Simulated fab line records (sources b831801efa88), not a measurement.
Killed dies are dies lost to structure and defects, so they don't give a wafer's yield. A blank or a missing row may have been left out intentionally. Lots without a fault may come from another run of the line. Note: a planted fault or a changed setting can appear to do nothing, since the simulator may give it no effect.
Which of the tools did it? :: flow gf180mcu :: 14 lots with 42 wafers sampled at 2 steps, on a route of 602 steps

## WHAT THE GAUGES READ, wafer by wafer
GF_SAB_OVL_MEAS_10. Usual: SAB_OVL -0.4 nm, standard deviation 1.4.
lot: L608
measured: day 15 01:11
on: overlay-02
SAB_OVL (nm): -1.8 -1.0 -0.5
flag: 

lot: L610
measured: day 15 23:07
on: overlay-02
SAB_OVL (nm): -1.7 -1.9 -1.8
flag: 

lot: L612
measured: day 16 15:13
on: overlay-01
SAB_OVL (nm): -0.7 -1.2 0.0
flag: 

lot: L613
measured: day 17 05:49
on: overlay-02
SAB_OVL (nm): 0.6 -0.1 -1.7
flag: 

lot: L615
measured: day 17 19:28
on: overlay-02
SAB_OVL (nm): 0.6 1.3 2.1
flag: 

lot: L621
measured: day 19 22:04
on: overlay-01
SAB_OVL (nm): 1.6 1.9 3.6
flag: 

lot: L622
measured: day 20 06:34
on: overlay-01
SAB_OVL (nm): -1.3 -1.1 -1.9
flag: 

lot: L623
measured: day 20 13:55
on: overlay-01
SAB_OVL (nm): -1.2 -2.0 -1.5
flag: 

lot: L624
measured: day 20 22:46
on: overlay-02
SAB_OVL (nm): 1.5 0.9 1.1
flag: 

lot: L625
measured: day 21 04:26
on: overlay-01
SAB_OVL (nm): -2.5 -1.9 -2.6
flag: 

lot: L627
measured: day 21 22:19
on: overlay-02
SAB_OVL (nm): -1.6 1.0 -1.4
flag: 

lot: L629
measured: day 22 12:40
on: overlay-02
SAB_OVL (nm): 0.5 0.0 -2.3
flag: 

lot: L630
measured: day 22 16:01
on: overlay-02
SAB_OVL (nm): 0.5 -0.8 -0.8
flag: 

lot: L631
measured: day 23 06:58
on: overlay-02
SAB_OVL (nm): -1.3 -0.5 -1.9
flag: 

## WHAT TOOL EACH LOT RAN ON (gives the tool, then ch and the chambers of the sampled wafers, and finally the start)
lot: L608
GF_DUAL_GATE_WET_ETCH_12: wet-bench-01 ch 1, day 8 06:35

lot: L610
GF_DUAL_GATE_WET_ETCH_12: wet-bench-01 ch 1, day 9 00:44

lot: L612
GF_DUAL_GATE_WET_ETCH_12: wet-bench-03 ch 0, day 9 11:40

lot: L613
GF_DUAL_GATE_WET_ETCH_12: wet-bench-04 ch 3, day 9 22:55

lot: L615
GF_DUAL_GATE_WET_ETCH_12: wet-bench-04 ch 3, day 10 09:20

lot: L621
GF_DUAL_GATE_WET_ETCH_12: wet-bench-01 ch 0, day 12 03:26

lot: L622
GF_DUAL_GATE_WET_ETCH_12: wet-bench-01 ch 0, day 12 11:05

lot: L623
GF_DUAL_GATE_WET_ETCH_12: wet-bench-03 ch 2, day 12 17:46

lot: L624
GF_DUAL_GATE_WET_ETCH_12: wet-bench-03 ch 3, day 13 01:37

lot: L625
GF_DUAL_GATE_WET_ETCH_12: wet-bench-03 ch 3, day 13 06:52

lot: L627
GF_DUAL_GATE_WET_ETCH_12: wet-bench-03 ch 3, day 13 20:05

lot: L629
GF_DUAL_GATE_WET_ETCH_12: wet-bench-04 ch 0, day 14 12:14

lot: L630
GF_DUAL_GATE_WET_ETCH_12: wet-bench-04 ch 1, day 14 16:04

lot: L631
GF_DUAL_GATE_WET_ETCH_12: wet-bench-03 ch 0, day 15 00:32
- GF_DUAL_GATE_WET_ETCH_12: etches SiO2 in dHF, target depth 13 nm, time 260 s.

## AS READ BY THE TOOLS THEMSELVES (means over the sampled wafers that have a number; for cases with no such wafer, the mark the record gives instead)
GF_DUAL_GATE_WET_ETCH_12. Usual: bath-heat-duty-pct 6.5 %, standard deviation 1; temp-c 25.01 C, standard deviation 0.1.
lot: L608
tool: wet-bench-01
bath-heat-duty-pct (%): 6.8
temp-c (C): 24.82
flag: 

lot: L610
tool: wet-bench-01
bath-heat-duty-pct (%): 6.7
temp-c (C): 25.07
flag: 

lot: L612
tool: wet-bench-03
bath-heat-duty-pct (%): 4.8
temp-c (C): 24.95
flag: 

lot: L613
tool: wet-bench-04
bath-heat-duty-pct (%): 7.8
temp-c (C): 25.07
flag: 

lot: L615
tool: wet-bench-04
bath-heat-duty-pct (%): 7.2
temp-c (C): 25.07
flag: 

lot: L621
tool: wet-bench-01
bath-heat-duty-pct (%): 0.0
temp-c (C): 8.17
flag: OFF

lot: L622
tool: wet-bench-01
bath-heat-duty-pct (%): 0.0
temp-c (C): 8.37
flag: OFF

lot: L623
tool: wet-bench-03
bath-heat-duty-pct (%): 6.1
temp-c (C): 24.93
flag: 

lot: L624
tool: wet-bench-03
bath-heat-duty-pct (%): 6.3
temp-c (C): 24.94
flag: 

lot: L625
tool: wet-bench-03
bath-heat-duty-pct (%): 5.9
temp-c (C): 25.10
flag: 

lot: L627
tool: wet-bench-03
bath-heat-duty-pct (%): 6.0
temp-c (C): 25.04
flag: 

lot: L629
tool: wet-bench-04
bath-heat-duty-pct (%): 9.5
temp-c (C): 24.96
flag: 

lot: L630
tool: wet-bench-04
bath-heat-duty-pct (%): 7.3
temp-c (C): 24.96
flag: 

lot: L631
tool: wet-bench-03
bath-heat-duty-pct (%): 5.0
temp-c (C): 25.10
flag: 

## THE ANSWER, worked out from the rows above alone
Rule: a lot counts as off when the mean over its wafers that have a number is more than 3 standard deviations away from the usual mean. A lot without any number at a reading at which 4 lots or more have one is off too. The other lots that the step has rows for count as sound. After the gauges, taken in route order, come the tools' own readings; for these a lot's mean is taken, as printed above. At the first step where some lot is off, the reading lying furthest off is the one used; lots without a number count as furthest.
Off, at GF_DUAL_GATE_WET_ETCH_12 on temp-c: L621, L622.
If a tool, at that step or one of the process steps before it, ran each lot that is off and ran no sound lot following the first of them, it fits. One fits: wet-bench-01 at GF_DUAL_GATE_WET_ETCH_12. A fault onset in the window from L610 (day 9 00:44, its last sound lot) to L621 (day 12 03:26, its first lot off) fits.
The tool's own readings at GF_DUAL_GATE_WET_ETCH_12 bear it out: on the lots that are off they differ by more than 5 times the standard deviation of the sound lots' means. bath-heat-duty-pct reads 0.0 % there against 6.6 % on the sound lots; temp-c reads 8.27 C there against 25.00 C on the sound lots.

## WHAT HAD BEEN PUT IN BY THE SIMULATOR
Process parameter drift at GF_DUAL_GATE_WET_ETCH_12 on wet-bench-01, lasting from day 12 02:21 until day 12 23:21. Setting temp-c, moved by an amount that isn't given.
Lots struck among those shown: L621, L622. Same finding as the rule above.
